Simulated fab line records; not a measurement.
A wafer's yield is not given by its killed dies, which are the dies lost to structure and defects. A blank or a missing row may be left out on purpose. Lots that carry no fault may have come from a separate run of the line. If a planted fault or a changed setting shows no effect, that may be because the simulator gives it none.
Comparing a struck lot with a sound one :: flow gf180mcu :: 16 out of 602 route steps
Sound: these wafers, L298.2, L298.3, L298.6. Wafers L315.2, L315.4, L315.6 were the ones struck. The cause comes at the end.
Each step with rows lists, per side, the tool, then ch with its chambers, then its first start. Under that, the readings that differ: sound wafers :: struck wafers :: difference of the means :: sigmas: that difference in standard deviations of wafers without a fault.
alike: words and numbers the same on both sides, and readings whose means are apart by under 2 such deviations; not compared: readings that were withheld, readings missing a value for some wafer, numbers with overlapping values and no deviation given by the record, and bounds like >300 which may hide the same value.
The two part at a step that has a row with sigmas, a row that says differs or no value, or rows on one side only. Numbers that don't overlap but have no deviation are shown without sigmas and don't part them. A reading missing from all wafers of one side parts the sides only when that side holds two or more wafers.

GF_NSD_CD_MEAS_07: the cd target is 400 nm.
  sound on cd_sem-01 at day 13 21:47; struck on cd_sem-02 at day 19 22:17
  alike: cd_nm
GF_NSD_OVL_MEAS_08:
  sound on overlay-02 at day 13 21:53; struck on overlay-02 at day 19 22:23
  alike: NSD_OVL
then, 2 steps without rows for these wafers: GF_NSD_IMPLANT_09; GF_NSD_IMPLANT_10.
GF_NSD_STRIP_11: strips in O2/N2.
  sound on plasma_asher-01 ch 0,1, day 13 22:13; struck on plasma_asher-01 ch 0,1, day 19 22:43
  alike: drypump_motor_current_A, heater_power_w, oes_product_au, strip_time_to_endpoint_s
  not compared: rf_hours_counter_h
GF_NSD_TW_MEAS_12:
  sound on film_metro-03 at day 13 22:19; struck on film_metro-03 at day 19 22:50
  alike: NSD_TW
then, 6 steps without rows for these wafers: GF_PSD_DEHYDRATE_00 (time 60 s); GF_PSD_HMDS_01 (prime time 60 s); GF_PSD_COAT_02 (resist thk 1000 nm); GF_PSD_SOFTBAKE_03 (time 60 s); GF_PSD_EXPOSE_04 (exposes mask Pplus, target cd 400 nm); GF_PSD_PEB_05.
GF_PSD_DEVELOP_06: develop time 60 s.
  sound on litho_track-01 ch 0, day 14 18:39; struck on litho_track-01 ch 0, day 20 21:36
reading: developer_temp_C (C)
sound: 22.82 22.95 23.00
struck: 25.16 25.20 25.15
difference: +2.25
sigmas: +20
GF_PSD_CD_MEAS_07: the cd target is 400 nm.
  sound on cd_sem-02 at day 14 18:48; struck on cd_sem-02 at day 20 21:44
  alike: cd_nm
  not compared: hold
GF_PSD_OVL_MEAS_08:
  sound on overlay-01 at day 14 18:54; struck on overlay-01 at day 20 21:51
  alike: PSD_OVL
  not compared: hold
GF_PASSIVATION_PROBE_99:
  rows exist in the record for the sound wafers here (prober-01, day 29 12:47), none for the struck ones

WHERE THEY PART
Last at GF_PASSIVATION_PROBE_99 as far as this record goes, first at GF_PSD_DEVELOP_06.

WHY: whatever the simulator had introduced
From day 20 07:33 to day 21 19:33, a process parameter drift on litho_track-01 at GF_PSD_DEVELOP_06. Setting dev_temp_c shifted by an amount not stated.
